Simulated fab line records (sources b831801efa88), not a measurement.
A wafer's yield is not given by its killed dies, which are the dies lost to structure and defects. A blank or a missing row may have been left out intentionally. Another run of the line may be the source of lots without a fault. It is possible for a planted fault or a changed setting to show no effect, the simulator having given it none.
fab line records	flow sfq_line
record lots=6	wafers=16	last_day=81
route steps=325 shown M6@255 I6@266
lots with no fault: from the same line, run without faults
start_h: hours from the record's opening day to when the first of the lot's shown wafers began	wait_h: how many hours have passed since the lot's step before this one	" repeats the value in the row above	L1.1+2: one row covering several wafers at once	- either no value or no given start	* or withheld: withheld	< > ~ a bound
route shown NAME@n: a module of which the file shows steps, and the number in the route of the first	usual: average and standard deviation across the fault-free wafers	same: alike in all rows	chamber/n: place in a boat	sites: each site's reading	_std_site: the values' standard deviation	_edge_site: the outer-site mean with the inner-site mean subtracted	radius_mm: for every site, how far away it sits from the centre of the wafer	mask NAME#n: copy n	behind: the tool/chamber that last shaped the wafer	hold: why the lot went on hold/how many hours it stayed there/how the hold came to an end	device: whichever transistor did not switch (one of n, p or np)	end of line: tests run on the same wafers once the route is complete	step lacking rows: just its recipe	killed: the dies lost at the first sort to structure and to defects; this is not the yield of the wafer	map: per-die view of a wafer (x killed, . not killed, _ where there is no die)
set.NAME: the run value of the setting; set.NAME@STEP: its run value at that earlier step	model.NAME: the simulator's own value behind a step, which no gauge read
a table for each step, a row for each wafer; lots at some steps of the route
services: a tool's chamber out of use, with start hour (start_h, from the record's first day; less than 0 if before it), hours out, and reason
## steps
# step SFQ_TRILAYER_M6_LITHO_COAT_164
# recipe resist=BARC	spin_rpm=3000	resist_thk_nm=62
# step SFQ_TRILAYER_M6_LITHO_COAT_159
# recipe resist=KrF	spin_rpm=3000	resist_thk_nm=600
# step SFQ_TRILAYER_M6_LITHO_SOFTBAKE_163
# recipe temp_c=withheld	time_s=withheld	resist=KrF
# step SFQ_TRILAYER_M6_LITHO_EXPOSE_160
# recipe mask_id=M6	na=0.6	source_shape=conventional	sigma_outer=0.65	target_cd_nm=500	dose_mj=14.4
# step SFQ_TRILAYER_M6_LITHO_PEB_162
# recipe peb_temp_c=115	peb_time_s=60	resist=KrF
# step SFQ_TRILAYER_M6_LITHO_DEVELOP_161
# recipe time_s=60	resist=KrF
# step SFQ_M6_OVL_MEAS_940
# usual M6_OVL=0/5.3
lot.wafer	tool	chamber	start_h	wait_h	M6_OVL[nm]
L114.1	overlay-02	-	1371.10	0.1	8
L114.2	"	-	"	"	2
L117.2	overlay-02	-	1381.91	0.1	-2
L117.5	"	-	"	"	1
L122.1	overlay-01	-	1476.64	0.1	0
L122.4	"	-	"	"	-1
L122.5	"	-	"	"	1
L124.3	overlay-01	-	1553.96	0.1	-1
L124.4	"	-	"	"	6
L124.5	"	-	"	"	2
L125.1	overlay-02	-	1724.99	0.1	4
L125.2	"	-	"	"	0
L125.5	"	-	"	"	-6
L132.2	overlay-02	-	1734.60	0.1	0
L132.3	"	-	"	"	-4
L132.6	"	-	"	"	-4
# step SFQ_TRILAYER_M6_BARC_OPEN_METAL_ETCH_206
# recipe mask_material=PR	chemistry=O2	target_depth_nm=125	target=BARC	icp_w=600	bias_w=80	pressure_mtorr=10	time_s=41.7
# usual drypump_motor_current_A=5.9/0.41	oes_product_au=0.685/0.0046
lot.wafer	tool	chamber	start_h	wait_h	drypump_motor_current_A	oes_product_au	rf_hours_counter_h
L114.1	rie_metal-04	1	1371.14	0.0	5.7	0.690	60
L114.2	"	0	"	"	6.3	0.681	115
L117.2	rie_metal-04	1	1381.94	0.0	5.7	0.683	62
L117.5	"	1	"	"	5.7	0.684	-
L122.1	rie_metal-01	1	1476.67	0.0	5.7	0.683	106
L122.4	"	0	"	"	5.7	0.682	-
L122.5	"	0	"	"	5.8	0.682	-
L124.3	rie_metal-02	1	1554.00	0.0	5.2	0.682	-
L124.4	"	0	"	"	6.5	0.685	-
L124.5	"	1	"	"	5.2	0.694	-
L125.1	rie_metal-02	0	1725.03	0.0	6.5	0.689	60
L125.2	"	1	"	"	5.2	0.679	91
L125.5	"	1	"	"	5.2	0.693	-
L132.2	rie_metal-01	0	1734.63	0.0	5.8	0.684	118
L132.3	"	0	"	"	5.8	0.692	-
L132.6	"	1	"	"	5.7	0.698	-
# step SFQ_TRILAYER_M6_ETCH_METAL_ETCH_162
# recipe target=Nb	stop_on=SiO2	mask_material=PR	chemistry=Cl2/Ar	target_depth_nm=240	icp_w=600	bias_w=80	pressure_mtorr=10	time_s=120
# usual drypump_motor_current_A=5.9/0.4	oes_product_au=0.896/0.007
lot.wafer	tool	chamber	start_h	wait_h	drypump_motor_current_A	oes_product_au	rf_hours_counter_h
L114.1	rie_metal-04	1	1371.20	0.0	5.7	0.893	60
L114.2	"	0	"	"	6.3	0.893	115
L117.2	rie_metal-04	1	1382.00	0.0	5.7	0.890	62
L117.5	"	1	"	"	5.7	0.890	-
L122.1	rie_metal-01	1	1476.73	0.0	5.8	0.895	106
L122.4	"	0	"	"	5.8	0.889	-
L122.5	"	0	"	"	5.7	0.898	-
L124.3	rie_metal-02	1	1554.08	0.1	5.2	0.890	-
L124.4	"	0	"	"	6.5	0.910	-
L124.5	"	1	"	"	5.2	0.912	-
L125.1	rie_metal-02	0	1725.09	0.0	6.5	0.898	60
L125.2	"	1	"	"	5.2	0.902	91
L125.5	"	1	"	"	5.2	0.901	-
L132.2	rie_metal-01	0	1734.69	0.0	5.8	0.889	118
L132.3	"	0	"	"	5.8	0.895	-
L132.6	"	1	"	"	5.8	0.889	-
# step SFQ_TRILAYER_M6_STRIP_STRIP_163
# recipe gas=O2	power_w=200	platen_temp_c=40	overash_fraction=0.65	chemistry=O2	pressure_mtorr=50
# usual drypump_motor_current_A=5.9/0.4	oes_product_au=1.006/0.0097
lot.wafer	tool	chamber	start_h	wait_h	drypump_motor_current_A	oes_product_au	rf_hours_counter_h
L114.1	rie_metal-04	1	1371.32	0.1	5.7	0.997	60
L114.2	"	0	"	"	6.3	1.016	115
L117.2	rie_metal-04	1	1382.12	0.1	5.7	0.999	62
L117.5	"	1	"	"	5.7	0.997	-
L122.1	rie_metal-01	1	1476.86	0.1	5.7	0.993	106
L122.4	"	0	"	"	5.8	1.006	-
L122.5	"	0	"	"	5.8	1.020	-
L124.3	rie_metal-02	1	1554.37	0.2	5.2	1.005	-
L124.4	"	0	"	"	6.5	1.013	-
L124.5	"	1	"	"	5.2	1.006	-
L125.1	rie_metal-02	0	1725.21	0.1	6.5	1.014	60
L125.2	"	1	"	"	5.2	1.006	92
L125.5	"	1	"	"	5.2	0.995	-
L132.2	rie_metal-01	0	1734.81	0.1	5.8	1.011	118
L132.3	"	0	"	"	5.8	1.013	-
L132.6	"	1	"	"	5.7	0.984	-
# step SFQ_TRILAYER_M6_STRIP_SOLV_CLEAN_164
# recipe chemistry=NMP	temp_c=70	time_s=600
# step SFQ_TRILAYER_I6_DEP_PECVD_165
# recipe material=SiO2	temp_c=150	time_s=111.11	pressure_torr=2.4	rf_w=183.3	precursor=SiH4/N2O	target_thk_nm=500
# usual heater_power_w=84/8.3	run_length_s=139.2/0.61	throttle_valve_pct=24.5/1.2
lot.wafer	tool	chamber	start_h	wait_h	heater_power_w	run_length_s	since_wet_clean_h	throttle_valve_pct	model.SiO2_of_TRILAYER_I6_DEP_PECVD_165.thk_nm
L114.1	pecvd-01	2	1372.10	0.0	85	117.2	1164	26.7	403.7
L114.2	"	1	"	"	86	138.6	1164	25.0	499.5
L117.2	pecvd-01	0	1382.90	0.0	71	140.0	1175	25.4	501.6
L117.5	"	0	"	"	74	117.1	-	25.1	401.5
L122.1	pecvd-01	0	1477.65	0.0	75	139.5	1269	24.9	496
L122.4	"	0	"	"	79	139.4	-	24.8	507.8
L122.5	"	0	"	"	81	139.5	-	25.1	504.1
L124.3	pecvd-01	0	1554.94	0.0	74	139.7	1347	25.0	491.7
L124.4	"	1	"	"	87	138.9	-	25.2	503.3
L124.5	"	2	"	"	86	139.8	-	27.1	506.6
L125.1	pecvd-03	1	1725.99	0.0	86	139.7	1148	23.7	488.7
L125.2	"	0	"	"	84	138.1	1148	25.7	484.6
L125.5	"	0	"	"	84	138.8	-	25.8	500.7
L132.2	pecvd-01	0	1735.59	0.0	92	139.5	35	23.6	503.1
L132.3	"	2	"	"	77	140.1	35	23.9	497.6
L132.6	"	2	"	"	78	139.6	-	23.7	509.1
# step SFQ_TRILAYER_I6_CMP_CMP_166
# recipe material=SiO2	down_force_psi=3	platen_rpm=60	pad_velocity_m_s=0.94248
# usual motor_current_A=10.2/0.93	time_to_endpoint_s=215/7.8
lot.wafer	tool	chamber	start_h	wait_h	motor_current_A	time_to_endpoint_s
L114.1	cmp-02	3	1385.04	12.9	10.1	142
L114.2	"	1	1386.04	13.9	9.1	222
L117.2	cmp-02	1	1402.81	19.9	8.8	221
L117.5	"	0	1404.31	21.3	11.4	145
L122.1	cmp-02	2	1490.39	12.7	10.1	212
L122.4	"	3	"	"	10.3	211
L122.5	"	1	1491.89	14.1	8.9	215
L124.3	cmp-01	3	1559.12	4.1	10.8	206
L124.4	"	1	1560.12	5.1	11.0	211
L124.5	"	3	1561.12	6.1	10.9	219
L125.2	cmp-02	2	1734.58	8.6	9.7	205
L125.1	"	3	"	"	10.4	202
L125.5	"	2	1736.58	10.5	9.9	222
L132.2	cmp-02	2	1749.74	14.1	10.0	222
L132.3	"	3	"	"	9.9	205
L132.6	"	1	1751.24	15.6	9.1	229
# step SFQ_I6_BOW_MEAS_941
# recipe mode=bow
# usual I6_BOW=5/12
lot.wafer	tool	chamber	start_h	wait_h	I6_BOW[um]
L114.1	film_metro-01	-	1387.54	2.0	9
L114.2	"	-	"	"	2
L117.2	film_metro-03	-	1405.33	2.0	20
L117.5	"	-	"	"	17
L122.1	film_metro-03	-	1492.89	2.0	-3
L122.4	"	-	"	"	-5
L122.5	"	-	"	"	-11
L124.3	film_metro-03	-	1561.66	2.0	20
L124.4	"	-	"	"	19
L124.5	"	-	"	"	10
L125.1	film_metro-04	-	1737.08	1.5	-7
L125.2	"	-	"	"	2
L125.5	"	-	"	"	10
L132.2	film_metro-04	-	1752.26	2.0	-12
L132.3	"	-	"	"	-2
L132.6	"	-	"	"	-5
## services
tool	chamber	start_h	hours	kind
cmp-02	-	1364.77	0.6	repair
cmp-02	-	1391.90	4.4	repair
rie_metal-02	0	1416.76	6.2	repair
cmp-02	-	1420.08	0.8	repair
rie_metal-01	-	1422.01	0.2	repair
pecvd-01	2	1430.76	13.2	repair
cmp-02	-	1436.23	1.8	repair
rie_metal-01	-	1440.84	1.4	pm
pecvd-01	0	1465.68	9.4	repair
pecvd-01	2	1474.22	6.3	repair
pecvd-01	-	1484.95	4.3	pm
pecvd-01	-	1493.85	6.0	pm
cmp-02	-	1543.68	1.2	repair
cmp-02	-	1553.62	10.3	pm
cmp-02	-	1563.31	1.3	repair
pecvd-01	0	1575.88	27.7	repair
pecvd-01	2	1587.10	12.7	repair
pecvd-01	1	1588.89	13.3	repair
cmp-02	-	1602.82	4.0	pm
rie_metal-02	-	1603.00	3.8	repair
rie_metal-02	-	1624.61	2.8	pm
rie_metal-01	-	1634.47	2.8	pm
rie_metal-01	0	1641.37	4.1	repair
rie_metal-02	1	1699.75	17.9	repair
## key
first_sign step=SFQ_TRILAYER_I6_DEP_PECVD_165	reading=run_length_s	direction=down	sigmas=36	usual=*	struck=*
effect step=SFQ_TRILAYER_I6_CMP_CMP_166	reading=time_to_endpoint_s	direction=down	sigmas=9.2	usual=*	struck=*
model_effect step=SFQ_TRILAYER_I6_DEP_PECVD_165	value=SiO2_of_TRILAYER_I6_DEP_PECVD_165.thk_nm	without=505	struck=402.6
met_at SFQ_TRILAYER_I6_DEP_PECVD_165
struck_wafers L114.1,L117.5
fault kind=process_parameter_drift	tool=pecvd-01	chamber=-	onset_h=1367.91	steps=SFQ_TRILAYER_I6_DEP_PECVD_165	channel=time_s	offset=*	shape=step	end_h=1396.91	scope=struck_wafers_only	acts_in=*	stated=*
